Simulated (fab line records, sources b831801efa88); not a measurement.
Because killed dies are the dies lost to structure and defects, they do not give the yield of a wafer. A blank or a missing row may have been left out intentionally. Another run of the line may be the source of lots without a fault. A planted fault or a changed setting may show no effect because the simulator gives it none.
Which tool is to blame? / flow gf180mcu / 39 wafers from 13 lots sampled at 4 of the route's 602 steps

== WHAT THE GAUGES SHOWED, per wafer ==
GF_VT_IMPLANT_TW_MEAS_10. Usual: VT_IMPLANT_TW 564, standard deviation 4.9.
lot=L569; measured=day 6 01:51; on=film_metro-04; VT_IMPLANT_TW=565 568 569; flag=
lot=L570; measured=day 6 05:13; on=film_metro-04; VT_IMPLANT_TW=566 567 568; flag=
lot=L571; measured=day 6 11:17; on=film_metro-04; VT_IMPLANT_TW=570 568 567; flag=
lot=L574; measured=day 7 10:22; on=film_metro-04; VT_IMPLANT_TW=569 566 573; flag=
lot=L575; measured=day 7 11:37; on=film_metro-01; VT_IMPLANT_TW=563 560 561; flag=
lot=L576; measured=day 7 18:19; on=film_metro-02; VT_IMPLANT_TW=561 561 560; flag=
lot=L577; measured=day 7 20:47; on=film_metro-04; VT_IMPLANT_TW=568 570 568; flag=
lot=L579; measured=day 8 11:11; on=film_metro-04; VT_IMPLANT_TW=568 567 568; flag=
lot=L580; measured=day 8 16:14; on=film_metro-01; VT_IMPLANT_TW=558 559 558; flag=
lot=L582; measured=day 9 07:50; on=film_metro-04; VT_IMPLANT_TW=572 573 569; flag=
lot=L588; measured=day 10 18:14; on=film_metro-01; VT_IMPLANT_TW=562 559 559; flag=
lot=L590; measured=day 11 05:17; on=film_metro-01; VT_IMPLANT_TW=559 562 562; flag=
lot=L591; measured=day 11 10:41; on=film_metro-02; VT_IMPLANT_TW=561 558 560; flag=

GF_POLY_GATE_CD_MEAS_10: the cd target is 280 nm. Usual: cd_nm 279.9 nm, standard deviation 1.1.
lot=L569; measured=day 9 15:11; on=cd_sem-02; cd_nm (nm)=282.3 280.7 280.9; flag=
lot=L570; measured=day 9 18:46; on=cd_sem-02; cd_nm (nm)=277.5 278.9 278.8; flag=
lot=L571; measured=day 10 01:47; on=cd_sem-01; cd_nm (nm)=280.0 281.3 279.8; flag=
lot=L574; measured=day 11 06:50; on=cd_sem-01; cd_nm (nm)=279.5 279.6 279.2; flag=
lot=L575; measured=day 11 06:39; on=cd_sem-02; cd_nm (nm)=278.7 279.6 279.3; flag=
lot=L576; measured=day 11 13:50; on=cd_sem-01; cd_nm (nm)=277.9 280.1 279.1; flag=
lot=L577; measured=day 11 15:44; on=cd_sem-02; cd_nm (nm)=279.3 279.6 278.2; flag=
lot=L579; measured=day 12 09:43; on=cd_sem-01; cd_nm (nm)=280.3 280.8 279.2; flag=
lot=L580; measured=day 12 14:03; on=cd_sem-02; cd_nm (nm)=279.9 279.1 281.2; flag=
lot=L582; measured=day 13 08:36; on=cd_sem-02; cd_nm (nm)=280.3 280.7 280.1; flag=
lot=L588; measured=day 15 03:13; on=cd_sem-02; cd_nm (nm)=279.4 280.5 281.2; flag=
lot=L590; measured=day 15 21:22; on=cd_sem-02; cd_nm (nm)=280.4 280.1 279.8; flag=
lot=L591; measured=day 16 00:05; on=cd_sem-02; cd_nm (nm)=280.4 279.6 279.4; flag=

GF_POLY_GATE_THK_MEAS_17. Usual: POLY_GATE_OXIDATION_THK 3.97 nm, standard deviation 0.09.
lot=L569; measured=day 9 16:50; on=film_metro-02; POLY_GATE_OXIDATION_THK (nm)=3.98 3.81 4.09; flag=
lot=L570; measured=day 9 20:46; on=film_metro-01; POLY_GATE_OXIDATION_THK (nm)=3.93 3.86 3.75; flag=
lot=L571; measured=day 10 03:27; on=film_metro-01; POLY_GATE_OXIDATION_THK (nm)=4.03 3.99 3.99; flag=
lot=L574; measured=day 11 08:35; on=film_metro-03; POLY_GATE_OXIDATION_THK (nm)=3.88 3.90 4.01; flag=
lot=L575; measured=day 11 08:35; on=film_metro-02; POLY_GATE_OXIDATION_THK (nm)=4.14 4.13 4.11; flag=
lot=L576; measured=day 11 15:38; on=film_metro-02; POLY_GATE_OXIDATION_THK (nm)=3.99 4.04 4.00; flag=
lot=L577; measured=day 11 17:47; on=film_metro-02; POLY_GATE_OXIDATION_THK (nm)=4.18 4.15 4.07; flag=
lot=L579; measured=day 12 11:51; on=film_metro-02; POLY_GATE_OXIDATION_THK (nm)=3.99 4.01 4.01; flag=
lot=L580; measured=day 12 16:47; on=film_metro-01; POLY_GATE_OXIDATION_THK (nm)=4.06 4.05 3.97; flag=
lot=L582; measured=day 13 11:31; on=film_metro-01; POLY_GATE_OXIDATION_THK (nm)=3.97 4.03 4.03; flag=
lot=L588; measured=day 15 06:49; on=film_metro-02; POLY_GATE_OXIDATION_THK (nm)=3.99 3.83 3.90; flag=
lot=L590; measured=day 16 00:46; on=film_metro-02; POLY_GATE_OXIDATION_THK (nm)=4.04 4.03 3.98; flag=
lot=L591; measured=day 16 02:16; on=film_metro-02; POLY_GATE_OXIDATION_THK (nm)=4.02 3.99 4.07; flag=

== TOOL THAT RAN EACH LOT (tool first, then ch and the chambers of the sampled wafers, then the start) ==
lot=L569; GF_POLY_GATE_ETCH_12=rie_diel-02 ch 0,1,3, day 9 15:18
lot=L570; GF_POLY_GATE_ETCH_12=rie_diel-03 ch 1,2,3, day 9 18:54
lot=L571; GF_POLY_GATE_ETCH_12=rie_diel-03 ch 1,2, day 10 01:57
lot=L574; GF_POLY_GATE_ETCH_12=rie_diel-03 ch 1,2,3, day 11 07:00
lot=L575; GF_POLY_GATE_ETCH_12=rie_diel-01 ch 1,2,3, day 11 06:47
lot=L576; GF_POLY_GATE_ETCH_12=rie_diel-02 ch 0,1,2, day 11 13:59
lot=L577; GF_POLY_GATE_ETCH_12=rie_diel-03 ch 1,2,3, day 11 15:52
lot=L579; GF_POLY_GATE_ETCH_12=rie_diel-02 ch 0,1, day 12 09:50
lot=L580; GF_POLY_GATE_ETCH_12=rie_diel-02 ch 0,1,2, day 12 14:11
lot=L582; GF_POLY_GATE_ETCH_12=rie_diel-02 ch 0,1,2, day 13 08:44
lot=L588; GF_POLY_GATE_ETCH_12=rie_diel-02 ch 0,2,3, day 15 03:20
lot=L590; GF_POLY_GATE_ETCH_12=rie_diel-03 ch 0,1,2, day 15 21:29
lot=L591; GF_POLY_GATE_ETCH_12=rie_diel-03 ch 1,2, day 16 00:13
- GF_POLY_GATE_ETCH_12: etches BARC in N2/H2.

== AS READ BY THE TOOLS THEMSELVES (means over the sampled wafers that have a number; for cases with no such wafer, the mark the record gives instead) ==
GF_POLY_GATE_ETCH_12. Usual: chamber_pressure_mTorr 30.002 mTorr, standard deviation 0.028; drypump_motor_current_A 5.7 A, standard deviation 0.41; n2_flow_sccm 100.09 sccm, standard deviation 0.28; oes_product_au 0.735 a.u., standard deviation 0.0048; rf_fwd_power_W 495.5 W, standard deviation 1.6; throttle_valve_pct 13.213 %, standard deviation 0.0088.
lot=L569; tool=rie_diel-02; chamber_pressure_mTorr (mTorr)=29.994; drypump_motor_current_A (A)=5.8; n2_flow_sccm (sccm)=100.26; oes_product_au (a.u.)=0.734; rf_fwd_power_W (W)=495.6; throttle_valve_pct (%)=13.214; flag=
lot=L570; tool=rie_diel-03; chamber_pressure_mTorr (mTorr)=29.974; drypump_motor_current_A (A)=5.5; n2_flow_sccm (sccm)=99.96; oes_product_au (a.u.)=0.736; rf_fwd_power_W (W)=495.6; throttle_valve_pct (%)=13.217; flag=
lot=L571; tool=rie_diel-03; chamber_pressure_mTorr (mTorr)=29.995; drypump_motor_current_A (A)=5.5; n2_flow_sccm (sccm)=100.01; oes_product_au (a.u.)=0.736; rf_fwd_power_W (W)=493.7; throttle_valve_pct (%)=13.211; flag=
lot=L574; tool=rie_diel-03; chamber_pressure_mTorr (mTorr)=30.022; drypump_motor_current_A (A)=5.5; n2_flow_sccm (sccm)=100.09; oes_product_au (a.u.)=0.738; rf_fwd_power_W (W)=495.1; throttle_valve_pct (%)=13.215; flag=
lot=L575; tool=rie_diel-01; chamber_pressure_mTorr (mTorr)=29.992; drypump_motor_current_A (A)=5.8; n2_flow_sccm (sccm)=99.91; oes_product_au (a.u.)=0.735; rf_fwd_power_W (W)=496.0; throttle_valve_pct (%)=13.209; flag=
lot=L576; tool=rie_diel-02; chamber_pressure_mTorr (mTorr)=30.008; drypump_motor_current_A (A)=5.7; n2_flow_sccm (sccm)=99.64; oes_product_au (a.u.)=0.735; rf_fwd_power_W (W)=495.0; throttle_valve_pct (%)=13.216; flag=
lot=L577; tool=rie_diel-03; chamber_pressure_mTorr (mTorr)=29.991; drypump_motor_current_A (A)=5.5; n2_flow_sccm (sccm)=100.00; oes_product_au (a.u.)=0.736; rf_fwd_power_W (W)=496.9; throttle_valve_pct (%)=13.215; flag=
lot=L579; tool=rie_diel-02; chamber_pressure_mTorr (mTorr)=30.024; drypump_motor_current_A (A)=5.4; n2_flow_sccm (sccm)=100.26; oes_product_au (a.u.)=0.733; rf_fwd_power_W (W)=496.0; throttle_valve_pct (%)=13.215; flag=
lot=L580; tool=rie_diel-02; chamber_pressure_mTorr (mTorr)=30.006; drypump_motor_current_A (A)=5.7; n2_flow_sccm (sccm)=99.99; oes_product_au (a.u.)=0.737; rf_fwd_power_W (W)=494.9; throttle_valve_pct (%)=13.213; flag=
lot=L582; tool=rie_diel-02; chamber_pressure_mTorr (mTorr)=30.021; drypump_motor_current_A (A)=5.7; n2_flow_sccm (sccm)=100.30; oes_product_au (a.u.)=0.734; rf_fwd_power_W (W)=495.5; throttle_valve_pct (%)=13.214; flag=
lot=L588; tool=rie_diel-02; chamber_pressure_mTorr (mTorr)=29.994; drypump_motor_current_A (A)=6.1; n2_flow_sccm (sccm)=99.85; oes_product_au (a.u.)=0.730; rf_fwd_power_W (W)=428.9; throttle_valve_pct (%)=13.215; flag=OFF
lot=L590; tool=rie_diel-03; chamber_pressure_mTorr (mTorr)=30.038; drypump_motor_current_A (A)=5.4; n2_flow_sccm (sccm)=99.94; oes_product_au (a.u.)=0.740; rf_fwd_power_W (W)=495.7; throttle_valve_pct (%)=13.212; flag=
lot=L591; tool=rie_diel-03; chamber_pressure_mTorr (mTorr)=30.019; drypump_motor_current_A (A)=5.5; n2_flow_sccm (sccm)=100.39; oes_product_au (a.u.)=0.734; rf_fwd_power_W (W)=493.7; throttle_valve_pct (%)=13.222; flag=

== THE ANSWER, worked out from the rows above alone ==
Rule: lot off if the mean of its wafers having a number is beyond 3 standard deviations from the usual mean. A lot without any number at a reading at which 4 lots or more have one is off too. All remaining lots with rows at the step are treated as sound. After the gauges, taken in route order, come the tools' own readings; for these a lot's mean is taken, as printed above. At the first step where some lot is off, the reading lying furthest off is the one used; lots without a number count as furthest.
Off at GF_POLY_GATE_ETCH_12 (rf_fwd_power_W): L588.
If a tool, at that step or one of the process steps before it, ran each lot that is off and ran no sound lot following the first of them, it fits. One fits: GF_POLY_GATE_ETCH_12 on rie_diel-02. A fault onset in the window from L582 (day 13 08:44, its last sound lot) to L588 (day 15 03:20, its first lot off) fits.
The tool's own readings at GF_POLY_GATE_ETCH_12 bear it out: on the lots that are off they differ by more than 5 times the standard deviation of the sound lots' means. rf_fwd_power_W reads 428.9 W there against 495.3 W on the sound lots.

== WHAT THE SIMULATOR HAD PUT IN ==
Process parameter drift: rie_diel-02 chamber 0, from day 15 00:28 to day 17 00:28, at GF_POLY_GATE_ETCH_12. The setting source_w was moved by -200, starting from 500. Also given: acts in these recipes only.
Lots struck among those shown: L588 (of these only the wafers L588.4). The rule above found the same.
